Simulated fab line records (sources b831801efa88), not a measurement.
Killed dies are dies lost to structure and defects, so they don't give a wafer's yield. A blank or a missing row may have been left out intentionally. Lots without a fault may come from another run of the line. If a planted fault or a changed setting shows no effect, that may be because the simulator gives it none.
fab line records	flow sky130
record lots=24	wafers=72	last_day=50
route steps=708 shown FIELD_ISO@18 LDD_P@262 VIA1@481 METAL3@563 METAL4@598
lots with no fault: from the same line, run without faults
start_h: hours from the record's opening day to when the first of the lot's shown wafers began	wait_h: time in hours since the lot's previous step	" unchanged from the row above	L1.1+2: one row covering several wafers at once	- no value present, or no start provided	* or withheld: withheld	< > ~ a bound
route shown NAME@n: names a module that has steps shown in the file, with the first one's number in the route	usual: average and standard deviation across the fault-free wafers	same: alike in all rows	chamber/n: place in a boat	sites: the reading at each site	_std_site: the values' standard deviation	_edge_site: inner sites' mean taken away from outer sites' mean	radius_mm: how far each site lies from the wafer's centre	mask NAME#n: copy n	behind: tool/chamber where the wafer was last shaped	hold: what put the lot on hold/how long, in hours/how the hold closed	device: transistor that didn't switch, given as n, p or np	end of line: tests run on the same wafers once the route is complete	where a step has no rows: the recipe by itself	killed: dies that structure and defects cost at the first sort, which is not the same as the wafer's yield	map: a wafer's dies, x killed, . not, _ none there
set.NAME: the setting as run; set.NAME@STEP: as run at that earlier step	model.NAME: the simulator's own value behind a step, which no gauge read
a sample of lots followed through the steps of the route, with each step as a table and each wafer as a row
services: from which hour (start_h, from the record's first day; less than 0 if before it) a tool's chamber was out of use, for how many hours, and why
## steps
# step SKY_FIELD_ISO_ETCH_17
# recipe target_depth_a=3420	mask_material=Si3N4	chemistry=HBr/Cl2/O2	target=Si	taper_deg=5	icp_w=600	bias_w=150	pressure_mtorr=15	HBr_flow_sccm=150	Cl2_flow_sccm=40	O2_flow_sccm=6	time_s=97.7
# usual O2_flow_sccm=6.000/0.019	drypump_motor_current_A=5.7/0.41	oes_product_au=1.003/0.011	throttle_valve_pct=25.654/0.012
lot.wafer	tool	chamber	start_h	wait_h	O2_flow_sccm	drypump_motor_current_A	oes_product_au	rf_hours_counter_h	throttle_valve_pct
L074.2	rie_si-01	0	28.73	0.1	6.000	5.6	1.006	110	25.667
L074.5	"	2	"	"	6.015	6.1	1.005	-	25.659
L074.6	"	0	"	"	6.030	5.5	0.994	-	25.668
L075.3	rie_si-02	2	37.26	0.0	6.007	6.1	1.024	57	25.638
L075.5	"	3	"	"	6.009	5.6	0.999	-	25.662
L075.6	"	1	"	"	5.989	5.0	0.989	-	25.670
L076.2	rie_si-02	3	40.46	0.1	6.009	5.6	0.988	158	25.676
L076.3	"	2	"	"	6.006	6.1	1.011	57	25.640
L076.5	"	2	"	"	5.966	6.2	1.020	-	25.641
L077.2	rie_si-01	1	46.28	0.1	5.997	5.1	0.992	142	25.664
L077.3	"	2	"	"	6.000	6.1	0.995	50	25.660
L077.4	"	3	"	"	5.983	6.0	1.004	79	25.647
L078.2	rie_si-01	3	50.23	0.1	5.985	6.0	0.997	79	25.633
L078.4	"	0	"	"	5.970	5.5	0.995	110	25.653
L078.6	"	1	"	"	6.000	5.1	1.007	-	25.662
L079.1	rie_si-01	1	56.06	0.1	5.995	5.2	0.989	142	25.661
L079.3	"	2	"	"	6.005	6.2	0.999	51	25.644
L079.6	"	3	"	"	5.996	6.0	1.005	-	25.653
L080.1	rie_si-01	3	61.63	0.1	6.007	5.9	1.005	79	25.657
L080.2	"	0	"	"	5.996	5.6	1.000	110	25.642
L080.4	"	2	"	"	6.006	6.2	1.006	51	25.637
L081.1	rie_si-02	0	66.98	0.1	5.993	5.5	0.990	58	25.656
L081.2	"	1	"	"	6.031	5.0	0.983	129	25.685
L081.5	"	2	"	"	5.993	6.2	1.017	-	25.647
L082.1	rie_si-01	2	69.83	0.1	5.996	6.2	1.001	51	25.653
L082.5	"	0	"	"	6.034	5.5	0.982	-	25.654
L082.6	"	1	"	"	6.007	5.2	1.008	-	25.659
L083.1	rie_si-02	2	77.08	0.1	5.989	6.2	1.030	58	25.650
L083.3	"	1	"	"	6.012	5.0	0.995	130	25.685
L083.6	"	2	"	"	5.992	6.2	1.026	-	25.639
L084.4	rie_si-02	2	80.91	0.0	5.971	6.2	1.029	58	25.645
L084.5	"	1	"	"	6.001	5.0	0.987	-	25.665
L084.6	"	2	"	"	5.985	6.2	1.024	-	25.649
L085.1	rie_si-01	3	86.73	0.1	5.951	6.0	1.005	79	25.656
L085.3	"	1	"	"	6.006	5.1	1.005	142	25.655
L085.4	"	0	"	"	6.052	5.6	0.993	110	25.642
L086.3	rie_si-02	3	94.92	0.0	5.978	5.6	1.004	0	25.668
L086.5	"	0	"	"	5.988	5.5	1.000	-	25.656
L086.6	"	3	"	"	6.010	5.6	1.013	-	25.628
L087.1	rie_si-01	2	97.72	0.1	5.996	6.2	1.013	51	25.660
L087.5	"	1	"	"	6.001	5.2	1.018	-	25.643
L087.6	"	2	"	"	5.992	6.2	1.004	-	25.645
L088.1	rie_si-02	3	100.82	0.1	6.008	5.6	1.004	0	25.661
L088.3	"	0	"	"	6.015	5.5	1.003	58	25.657
L088.4	"	2	"	"	5.964	6.2	1.020	58	25.658
L089.2	rie_si-02	2	106.36	0.1	6.012	6.1	1.017	58	25.654
L089.3	"	3	"	"	5.995	5.6	1.009	0	25.643
L089.4	"	1	"	"	5.978	5.0	0.991	130	25.659
L090.1	rie_si-01	3	112.52	0.1	5.965	6.0	1.015	79	25.635
L090.4	"	3	"	"	6.000	6.0	1.008	-	25.629
L090.6	"	0	"	"	5.999	5.6	1.002	-	25.656
L091.2	rie_si-02	0	115.83	0.1	5.994	5.5	0.994	58	25.656
L091.3	"	3	"	"	6.006	5.6	1.006	0	25.656
L091.5	"	3	"	"	6.003	5.6	1.000	-	25.670
L092.1	rie_si-02	2	121.07	0.1	5.989	6.2	1.016	58	25.637
L092.3	"	1	"	"	5.963	5.0	1.001	130	25.660
L092.5	"	2	"	"	5.982	6.2	1.010	-	25.632
L093.3	rie_si-02	2	129.46	0.0	6.006	6.2	1.012	58	25.664
L093.4	"	0	"	"	5.984	5.5	0.994	58	25.662
L093.6	"	3	"	"	6.053	5.6	1.001	-	25.668
L094.1	rie_si-02	1	135.08	0.1	6.013	5.0	0.982	130	25.663
L094.5	"	1	"	"	6.010	4.9	0.996	-	25.640
L094.6	"	0	"	"	5.998	5.5	0.998	-	25.657
L095.1	rie_si-02	3	140.22	0.1	6.004	5.6	1.005	1	25.637
L095.4	"	0	"	"	5.948	5.5	0.996	58	25.652
L095.5	"	2	"	"	6.021	6.1	1.027	-	25.643
L096.1	rie_si-01	0	144.01	0.1	5.984	5.5	1.004	111	25.668
L096.2	"	2	"	"	6.034	6.2	1.001	51	25.646
L096.5	"	3	"	"	6.003	5.9	1.010	-	25.651
L097.3	rie_si-01	2	148.17	0.0	5.983	6.1	1.006	51	25.655
L097.5	"	3	"	"	5.997	6.0	1.011	-	25.643
L097.6	"	2	"	"	5.970	6.1	1.009	-	25.656
# step SKY_LDD_P_CD_MEAS_07
# recipe target_cd_nm=380
# usual cd_nm=380.1/3
lot.wafer	tool	chamber	start_h	wait_h	cd_nm
L074.2	cd_sem-01	-	432.51	0.1	372.7
L074.5	"	-	"	"	377.6
L074.6	"	-	"	"	376.7
L075.3	cd_sem-01	-	452.54	0.1	382.4
L075.5	"	-	"	"	384.1
L075.6	"	-	"	"	383.7
L076.2	cd_sem-02	-	455.99	0.1	378.1
L076.3	"	-	"	"	379.9
L076.5	"	-	"	"	378.4
L077.2	cd_sem-02	-	462.94	0.1	380.1
L077.3	"	-	"	"	379.9
L077.4	"	-	"	"	379.9
L078.2	cd_sem-02	-	470.24	0.1	379.7
L078.4	"	-	"	"	378.6
L078.6	"	-	"	"	379.3
L079.1	cd_sem-01	-	481.77	0.1	377.7
L079.3	"	-	"	"	378.1
L079.6	"	-	"	"	379.2
L080.1	cd_sem-01	-	491.85	0.1	381.3
L080.2	"	-	"	"	380.4
L080.4	"	-	"	"	379.2
L081.1	cd_sem-02	-	498.19	0.1	379.4
L081.2	"	-	"	"	376.6
L081.5	"	-	"	"	380.6
L082.1	cd_sem-01	-	504.74	0.1	379.4
L082.5	"	-	"	"	378.9
L082.6	"	-	"	"	380.2
L083.1	cd_sem-01	-	516.05	0.1	380.2
L083.3	"	-	"	"	377.3
L083.6	"	-	"	"	378.6
L084.4	cd_sem-01	-	522.93	0.1	384.6
L084.5	"	-	"	"	382.3
L084.6	"	-	"	"	383.3
L085.1	cd_sem-02	-	532.97	0.1	376.6
L085.3	"	-	"	"	378.6
L085.4	"	-	"	"	378.6
L086.3	cd_sem-02	-	549.46	0.1	383.2
L086.5	"	-	"	"	384.0
L086.6	"	-	"	"	385.4
L087.1	cd_sem-01	-	559.42	0.1	383.8
L087.5	"	-	"	"	382.3
L087.6	"	-	"	"	382.3
L088.1	cd_sem-02	-	567.62	0.1	376.0
L088.3	"	-	"	"	378.7
L088.4	"	-	"	"	377.1
L089.2	cd_sem-01	-	574.96	0.1	374.7
L089.3	"	-	"	"	379.3
L089.4	"	-	"	"	377.0
L090.1	cd_sem-02	-	582.94	0.1	385.4
L090.4	"	-	"	"	384.7
L090.6	"	-	"	"	384.2
L091.2	cd_sem-02	-	585.86	0.1	379.0
L091.3	"	-	"	"	377.1
L091.5	"	-	"	"	378.8
L092.1	cd_sem-01	-	592.40	0.1	379.1
L092.3	"	-	"	"	381.9
L092.5	"	-	"	"	379.6
L093.3	cd_sem-01	-	604.01	0.1	379.0
L093.4	"	-	"	"	378.3
L093.6	"	-	"	"	380.6
L094.1	cd_sem-01	-	609.82	0.1	380.2
L094.5	"	-	"	"	381.1
L094.6	"	-	"	"	382.7
L095.1	cd_sem-01	-	617.49	0.1	386.0
L095.4	"	-	"	"	388.5
L095.5	"	-	"	"	387.0
L096.1	cd_sem-01	-	621.10	0.1	377.0
L096.2	"	-	"	"	375.7
L096.5	"	-	"	"	377.4
L097.3	cd_sem-01	-	629.08	0.1	380.8
L097.5	"	-	"	"	383.8
L097.6	"	-	"	"	382.6
# step SKY_VIA1_THK_MEAS_23
# recipe thk_meas_gauge=xrf	reads=W_of_VIA1_CVD_21
# usual VIA1_W_THK=276/4.9
lot.wafer	tool	chamber	start_h	wait_h	VIA1_W_THK[nm]
L074.2	film_metro-02	-	793.00	0.1	281
L074.5	"	-	"	"	272
L074.6	"	-	"	"	281
L075.3	film_metro-04	-	809.73	0.1	281
L075.5	"	-	"	"	276
L075.6	"	-	"	"	284
L076.2	film_metro-04	-	813.17	0.1	275
L076.3	"	-	"	"	281
L076.5	"	-	"	"	275
L077.2	film_metro-04	-	818.70	0.1	271
L077.3	"	-	"	"	269
L077.4	"	-	"	"	274
L078.2	film_metro-04	-	823.84	0.1	272
L078.4	"	-	"	"	276
L078.6	"	-	"	"	272
L079.1	film_metro-04	-	835.48	0.1	279
L079.3	"	-	"	"	270
L079.6	"	-	"	"	283
L080.1	film_metro-01	-	842.80	0.1	272
L080.2	"	-	"	"	262
L080.4	"	-	"	"	269
L081.1	film_metro-02	-	847.77	0.1	270
L081.2	"	-	"	"	278
L081.5	"	-	"	"	267
L082.1	film_metro-01	-	853.81	0.1	270
L082.5	"	-	"	"	275
L082.6	"	-	"	"	281
L083.1	film_metro-04	-	864.72	0.1	272
L083.3	"	-	"	"	272
L083.6	"	-	"	"	275
L084.4	film_metro-01	-	869.30	0.1	278
L084.5	"	-	"	"	278
L084.6	"	-	"	"	269
L085.1	film_metro-04	-	877.43	0.1	280
L085.3	"	-	"	"	273
L085.4	"	-	"	"	279
L086.3	film_metro-04	-	893.56	0.1	278
L086.5	"	-	"	"	276
L086.6	"	-	"	"	269
L087.1	film_metro-02	-	902.44	0.1	271
L087.5	"	-	"	"	269
L087.6	"	-	"	"	279
L088.1	film_metro-02	-	907.19	0.1	281
L088.3	"	-	"	"	271
L088.4	"	-	"	"	283
L089.2	film_metro-02	-	915.70	0.1	281
L089.3	"	-	"	"	281
L089.4	"	-	"	"	274
L090.1	film_metro-04	-	920.28	0.1	283
L090.4	"	-	"	"	281
L090.6	"	-	"	"	279
L091.2	film_metro-04	-	923.94	0.1	275
L091.3	"	-	"	"	285
L091.5	"	-	"	"	285
L092.1	film_metro-01	-	929.53	0.1	275
L092.3	"	-	"	"	276
L092.5	"	-	"	"	279
L093.3	film_metro-04	-	941.26	0.1	281
L093.4	"	-	"	"	282
L093.6	"	-	"	"	282
L094.1	film_metro-02	-	946.72	0.1	270
L094.5	"	-	"	"	268
L094.6	"	-	"	"	272
L095.1	film_metro-02	-	948.75	0.1	275
L095.4	"	-	"	"	276
L095.5	"	-	"	"	276
L096.1	film_metro-01	-	955.82	0.1	270
L096.2	"	-	"	"	279
L096.5	"	-	"	"	280
L097.3	film_metro-01	-	960.86	0.1	273
L097.5	"	-	"	"	281
L097.6	"	-	"	"	277
# step SKY_METAL3_CD_MEAS_13
# recipe target_cd_nm=300
# usual cd_nm=300.6/1.3
lot.wafer	tool	chamber	start_h	wait_h	cd_nm
L074.2	cd_sem-01	-	902.11	-	301.5
L074.5	"	-	"	"	301.0
L074.6	"	-	"	"	300.6
L075.3	cd_sem-02	-	917.65	-	300.9
L075.5	"	-	"	"	300.6
L075.6	"	-	"	"	299.9
L076.2	cd_sem-01	-	921.18	-	299.3
L076.3	"	-	"	"	298.7
L076.5	"	-	"	"	298.3
L077.2	cd_sem-02	-	926.78	-	299.8
L077.3	"	-	"	"	300.7
L077.4	"	-	"	"	300.2
L078.2	cd_sem-02	-	930.13	-	301.3
L078.4	"	-	"	"	301.6
L078.6	"	-	"	"	300.5
L079.1	cd_sem-02	-	941.72	-	299.1
L079.3	"	-	"	"	298.1
L079.6	"	-	"	"	299.8
L080.1	cd_sem-02	-	948.37	-	301.0
L080.2	"	-	"	"	301.6
L080.4	"	-	"	"	299.6
L081.1	cd_sem-02	-	954.21	-	301.2
L081.2	"	-	"	"	300.9
L081.5	"	-	"	"	301.9
L082.1	cd_sem-02	-	957.67	-	301.3
L082.5	"	-	"	"	301.1
L082.6	"	-	"	"	302.4
L083.1	cd_sem-02	-	968.61	-	300.3
L083.3	"	-	"	"	301.7
L083.6	"	-	"	"	302.2
L084.4	cd_sem-02	-	974.78	-	301.8
L084.5	"	-	"	"	301.1
L084.6	"	-	"	"	300.6
L085.1	cd_sem-01	-	982.44	-	299.5
L085.3	"	-	"	"	299.7
L085.4	"	-	"	"	299.4
L086.3	cd_sem-01	-	996.06	-	301.9
L086.5	"	-	"	"	302.2
L086.6	"	-	"	"	302.1
L087.1	cd_sem-01	-	1004.51	-	298.7
L087.5	"	-	"	"	298.7
L087.6	"	-	"	"	297.8
L088.1	cd_sem-01	-	1010.18	-	299.3
L088.3	"	-	"	"	300.2
L088.4	"	-	"	"	299.7
L089.2	cd_sem-01	-	1016.44	-	301.8
L089.3	"	-	"	"	301.8
L089.4	"	-	"	"	301.1
L090.1	cd_sem-02	-	1021.69	-	299.5
L090.4	"	-	"	"	299.9
L090.6	"	-	"	"	300.3
L091.2	cd_sem-01	-	1025.39	-	300.3
L091.3	"	-	"	"	300.5
L091.5	"	-	"	"	300.9
L092.1	cd_sem-02	-	1029.11	-	299.7
L092.3	"	-	"	"	299.1
L092.5	"	-	"	"	298.7
L093.3	cd_sem-01	-	1040.03	-	303.6
L093.4	"	-	"	"	303.3
L093.6	"	-	"	"	302.2
L094.1	cd_sem-02	-	1045.29	-	301.0
L094.5	"	-	"	"	300.2
L094.6	"	-	"	"	300.3
L095.1	cd_sem-02	-	1047.36	-	301.1
L095.4	"	-	"	"	300.5
L095.5	"	-	"	"	301.5
L096.1	cd_sem-01	-	1053.32	-	301.6
L096.2	"	-	"	"	300.8
L096.5	"	-	"	"	300.3
L097.3	cd_sem-02	-	1057.65	-	301.4
L097.5	"	-	"	"	302.1
L097.6	"	-	"	"	301.0
# step SKY_METAL4_SPUTTER_00
# recipe material=Ti	target_thk_nm=15	power_w=3000	time_s=10	chamber_pressure_pa=0.4
# usual cathode_dc_power_W=3000.0/0.54	throttle_valve_pct=30.2/0.62
lot.wafer	tool	chamber	start_h	wait_h	cathode_dc_power_W	throttle_valve_pct
L074.2	pvd_sputter-03	-	930.40	0.2	2999.9	30.5
L074.5	"	-	"	"	2999.8	30.4
L074.6	"	-	"	"	2999.9	30.5
L075.3	pvd_sputter-03	-	945.11	0.1	3000.5	30.7
L075.5	"	-	"	"	3001.2	30.5
L075.6	"	-	"	"	2999.3	30.3
L076.2	pvd_sputter-04	-	948.82	0.2	3000.5	30.2
L076.3	"	-	"	"	3000.6	30.4
L076.5	"	-	"	"	3000.4	30.3
L077.2	pvd_sputter-01	-	955.70	0.2	3000.3	28.3
L077.3	"	-	"	"	3000.4	30.2
L077.4	"	-	"	"	3000.8	29.8
L078.2	pvd_sputter-04	-	957.56	0.1	3000.0	30.6
L078.4	"	-	"	"	3000.6	29.7
L078.6	"	-	"	"	2999.0	30.7
L079.1	pvd_sputter-01	-	968.84	0.2	3000.4	28.3
L079.3	"	-	"	"	2998.5	30.0
L079.6	"	-	"	"	2999.6	29.9
L080.1	pvd_sputter-04	-	976.46	0.1	2999.4	30.6
L080.2	"	-	"	"	2999.5	30.7
L080.4	"	-	"	"	2999.5	30.4
L081.1	pvd_sputter-01	-	981.92	0.1	3000.0	30.2
L081.2	"	-	"	"	2999.6	30.0
L081.5	"	-	"	"	3000.0	29.7
L082.1	pvd_sputter-03	-	984.61	0.2	3000.7	30.6
L082.5	"	-	"	"	3000.2	30.1
L082.6	"	-	"	"	3000.2	30.5
L083.1	pvd_sputter-04	-	995.22	0.1	2999.7	30.6
L083.3	"	-	"	"	2999.7	30.7
L083.6	"	-	"	"	2999.2	30.3
L084.4	pvd_sputter-01	-	1001.71	0.1	3000.4	30.1
L084.5	"	-	"	"	2999.6	29.8
L084.6	"	-	"	"	3000.5	30.2
L085.1	pvd_sputter-01	-	1009.05	0.1	2999.9	29.9
L085.3	"	-	"	"	2999.7	29.7
L085.4	"	-	"	"	2999.5	28.3
L086.3	pvd_sputter-03	-	1022.26	0.2	2999.4	30.3
L086.5	"	-	"	"	3000.0	30.3
L086.6	"	-	"	"	3000.8	30.5
L087.1	pvd_sputter-03	-	1030.46	0.1	2999.8	30.7
L087.5	"	-	"	"	3000.6	30.5
L087.6	"	-	"	"	3000.9	30.7
L088.1	pvd_sputter-04	-	1035.95	0.2	3000.2	30.6
L088.3	"	-	"	"	2999.7	30.7
L088.4	"	-	"	"	2999.4	30.7
L089.2	pvd_sputter-01	-	1042.25	0.2	3001.0	28.3
L089.3	"	-	"	"	2999.2	29.7
L089.4	"	-	"	"	3000.2	29.7
L090.1	pvd_sputter-04	-	1047.33	0.2	2999.9	29.7
L090.4	"	-	"	"	2998.8	30.5
L090.6	"	-	"	"	2999.5	30.4
L091.2	pvd_sputter-03	-	1051.77	0.2	2999.9	30.7
L091.3	"	-	"	"	3000.5	30.5
L091.5	"	-	"	"	2999.7	30.4
L092.1	pvd_sputter-03	-	1054.91	0.1	3000.9	30.2
L092.3	"	-	"	"	3000.1	30.2
L092.5	"	-	"	"	3000.0	30.3
L093.3	pvd_sputter-04	-	1064.92	0.2	3000.8	30.6
L093.4	"	-	"	"	2999.9	30.8
L093.6	"	-	"	"	2999.9	30.4
L094.1	pvd_sputter-03	-	1069.83	0.1	3000.2	30.2
L094.5	"	-	"	"	3000.1	30.3
L094.6	"	-	"	"	2999.6	30.8
L095.1	pvd_sputter-03	-	1072.87	0.2	3001.2	30.7
L095.4	"	-	"	"	2999.8	30.6
L095.5	"	-	"	"	3000.7	30.6
L096.1	pvd_sputter-01	-	1078.46	0.1	3001.1	28.1
L096.2	"	-	"	"	2999.5	29.8
L096.5	"	-	"	"	3000.4	29.6
L097.3	pvd_sputter-03	-	1082.22	0.2	3000.7	30.4
L097.5	"	-	"	"	2999.2	29.9
L097.6	"	-	"	"	3000.9	30.4
# step SKY_METAL4_SPUTTER_03
# recipe material=Ti	target_thk_nm=5	power_w=3000	time_s=3.3	chamber_pressure_pa=0.4
# usual cathode_dc_power_W=3000.0/0.5	throttle_valve_pct=30.1/0.61
lot.wafer	tool	chamber	start_h	wait_h	cathode_dc_power_W	throttle_valve_pct
L074.2	pvd_sputter-03	-	930.49	0.0	2999.7	30.5
L074.5	"	-	"	"	3000.4	30.4
L074.6	"	-	"	"	2999.7	30.5
L075.3	pvd_sputter-03	-	945.19	0.0	2999.9	30.4
L075.5	"	-	"	"	2999.8	30.3
L075.6	"	-	"	"	2999.7	30.4
L076.2	pvd_sputter-04	-	948.91	0.0	3000.3	30.3
L076.3	"	-	"	"	3000.7	30.5
L076.5	"	-	"	"	2999.5	30.3
L077.2	pvd_sputter-01	-	955.79	0.0	3000.1	28.2
L077.3	"	-	"	"	3000.1	30.4
L077.4	"	-	"	"	3000.2	29.7
L078.2	pvd_sputter-04	-	957.64	0.0	3000.9	30.9
L078.4	"	-	"	"	2999.5	29.7
L078.6	"	-	"	"	2998.9	30.5
L079.1	pvd_sputter-01	-	968.92	0.0	2999.1	28.2
L079.3	"	-	"	"	3000.5	30.1
L079.6	"	-	"	"	2999.4	29.8
L080.1	pvd_sputter-04	-	976.55	0.0	3000.5	30.5
L080.2	"	-	"	"	3000.6	30.8
L080.4	"	-	"	"	2999.8	30.4
L081.1	pvd_sputter-01	-	982.01	0.0	2999.9	30.4
L081.2	"	-	"	"	3000.5	29.4
L081.5	"	-	"	"	3000.4	29.8
L082.1	pvd_sputter-03	-	984.69	0.0	2999.9	30.4
L082.5	"	-	"	"	3000.7	30.0
L082.6	"	-	"	"	3000.0	30.7
L083.1	pvd_sputter-04	-	995.31	0.0	2999.7	30.3
L083.3	"	-	"	"	3000.8	30.7
L083.6	"	-	"	"	2999.8	30.4
L084.4	pvd_sputter-01	-	1001.81	0.0	2999.9	30.1
L084.5	"	-	"	"	3000.5	29.9
L084.6	"	-	"	"	3000.8	29.9
L085.1	pvd_sputter-01	-	1009.15	0.0	3000.0	29.8
L085.3	"	-	"	"	3000.3	29.6
L085.4	"	-	"	"	3000.2	28.3
L086.3	pvd_sputter-03	-	1022.35	0.0	3000.3	30.6
L086.5	"	-	"	"	3000.6	30.1
L086.6	"	-	"	"	3000.2	30.5
L087.1	pvd_sputter-03	-	1030.54	0.0	2999.8	30.7
L087.5	"	-	"	"	2999.8	30.5
L087.6	"	-	"	"	3000.1	30.8
L088.1	pvd_sputter-04	-	1036.03	0.0	2999.8	30.6
L088.3	"	-	"	"	3000.0	30.4
L088.4	"	-	"	"	3000.0	30.7
L089.2	pvd_sputter-01	-	1042.33	0.0	3000.0	28.6
L089.3	"	-	"	"	2999.5	29.6
L089.4	"	-	"	"	2999.5	29.7
L090.1	pvd_sputter-04	-	1047.41	0.0	3000.3	29.8
L090.4	"	-	"	"	3000.9	30.6
L090.6	"	-	"	"	2998.9	30.9
L091.2	pvd_sputter-03	-	1051.86	0.0	3000.4	30.3
L091.3	"	-	"	"	3000.5	30.0
L091.5	"	-	"	"	2999.8	30.6
L092.1	pvd_sputter-03	-	1055.00	0.0	3000.4	30.6
L092.3	"	-	"	"	3000.2	30.2
L092.5	"	-	"	"	2999.6	30.7
L093.3	pvd_sputter-04	-	1065.01	0.0	2999.7	30.3
L093.4	"	-	"	"	2999.3	30.8
L093.6	"	-	"	"	3000.0	30.5
L094.1	pvd_sputter-03	-	1069.91	0.0	2999.8	30.0
L094.5	"	-	"	"	2999.9	30.0
L094.6	"	-	"	"	3000.3	30.5
L095.1	pvd_sputter-03	-	1072.96	0.0	3000.1	30.5
L095.4	"	-	"	"	3000.3	30.5
L095.5	"	-	"	"	3000.1	30.7
L096.1	pvd_sputter-01	-	1078.54	0.0	2999.9	28.2
L096.2	"	-	"	"	3000.2	29.6
L096.5	"	-	"	"	2999.7	29.6
L097.3	pvd_sputter-03	-	1082.31	0.0	3000.5	29.9
L097.5	"	-	"	"	3000.4	30.4
L097.6	"	-	"	"	2999.7	30.5
## services
tool	chamber	start_h	hours	kind
pvd_sputter-04	-	7.43	9.2	repair
pvd_sputter-04	-	10.01	14.9	repair
pvd_sputter-04	-	115.62	2.0	repair
pvd_sputter-04	-	173.56	2.7	repair
pvd_sputter-01	-	188.95	6.5	repair
pvd_sputter-04	-	361.49	4.0	repair
pvd_sputter-03	-	362.23	0.5	repair
pvd_sputter-01	-	363.27	2.6	repair
pvd_sputter-04	-	369.02	1.2	repair
pvd_sputter-01	-	370.88	1.7	repair
pvd_sputter-04	-	402.20	17.5	repair
pvd_sputter-04	-	514.02	13.8	repair
pvd_sputter-04	-	534.48	11.9	repair
pvd_sputter-04	-	537.26	3.2	repair
pvd_sputter-04	-	542.41	3.0	repair
pvd_sputter-01	-	565.20	1.3	repair
pvd_sputter-04	-	572.24	2.2	repair
pvd_sputter-04	-	574.16	8.0	repair
pvd_sputter-01	-	725.85	3.6	repair
pvd_sputter-01	-	755.98	2.7	repair
pvd_sputter-04	-	827.80	9.9	repair
pvd_sputter-03	-	833.20	2.4	repair
pvd_sputter-04	-	866.49	0.6	repair
pvd_sputter-01	-	938.20	8.3	repair
## key
fault none
